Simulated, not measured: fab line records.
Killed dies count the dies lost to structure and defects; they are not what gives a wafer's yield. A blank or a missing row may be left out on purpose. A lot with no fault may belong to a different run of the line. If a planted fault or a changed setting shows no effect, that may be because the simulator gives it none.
2 desks, one fault    flow sky130    each desk has only its own numbers; what lay behind them comes last

== THE TOOL OWNER'S DESK: lithoTrack-04 ==
The tool's own readings at SKY_RES_XHIGH_COAT_02 (resist thk 1140 nm): means of the sampled wafers that have a number, for each lot that ran on this tool. If a lot's mean is further than 4 standard deviations from the usual mean, the lot is out of limits and carries the mark OUT (the distance appears in the brackets).
Columns: A = chillPlateTempC at SKY_RES_XHIGH_COAT_02, usual 23.02 C; B = dispensePressureKPa at SKY_RES_XHIGH_COAT_02, usual 51.7 kPa; C = spinSpeedRpm at SKY_RES_XHIGH_COAT_02, usual 3000.3 rpm
lot   first seen here  A      B     C
L995  day 27 11:16     22.89  48.7  3000.4
L102  day 29 08:47     22.98  48.7  3073.4 (+30) OUT
L103  day 29 21:26     23.07  48.7  3069.6 (+29) OUT
Finding of this desk: L102, L103 out of limits; the first was L102 at day 29 08:47, on spinSpeedRpm at SKY_RES_XHIGH_COAT_02. L995 stayed within limits.

== METROLOGY DESK ==
What the gauges read for every lot (on any tool): the sampled wafers with a number, averaged. If a lot's mean is further than 4 standard deviations from the usual mean, the lot is out of limits and carries the mark OUT (the distance appears in the brackets).
Columns: A = LDD_HVP_TW at SKY_LDD_HVP_TW_MEAS_10, usual 455; B = SD_P_OVL at SKY_SD_P_OVL_MEAS_08, usual -0.1 nm
lot   first seen here  A    B
L992  day 21 18:29     459  0.8
L994  day 22 09:53     458  -2.3
L995  day 23 00:50     458  -0.0
L998  day 23 20:45     456  1.7
L999  day 24 07:17     455  -0.2
L102  day 25 05:41     461  -0.6
L103  day 25 14:36     452  1.7
L104  day 25 21:53     451  -0.1
L105  day 26 16:29     453  0.8
L106  day 26 23:17     460  1.2
L109  day 27 16:47     454  -1.8
L110  day 28 02:40     452  -0.8
L114  day 29 07:44     460  1.1
Result from this desk: across the 13 lots, nothing is out of limits.

== TAKEN TOGETHER ==
On L102, L103, at day 29 08:47, an alarm was possible from the tool owner's desk.
Nothing out of limits was seen by the metrology desk.
The metrology desk has L102, L103 on record, within its limits.
On lithoTrack-04, each named lot ran SKY_RES_XHIGH_COAT_02.

== WHAT THE SIMULATOR PUT IN ==
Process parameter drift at SKY_RES_XHIGH_COAT_02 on lithoTrack-04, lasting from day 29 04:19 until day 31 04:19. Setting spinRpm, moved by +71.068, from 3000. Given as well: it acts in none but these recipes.
Shown lots that were struck: L102, L103.
Delay in hours, fault start to first out-of-limits reading, by desk: the tool owner's desk at 4.
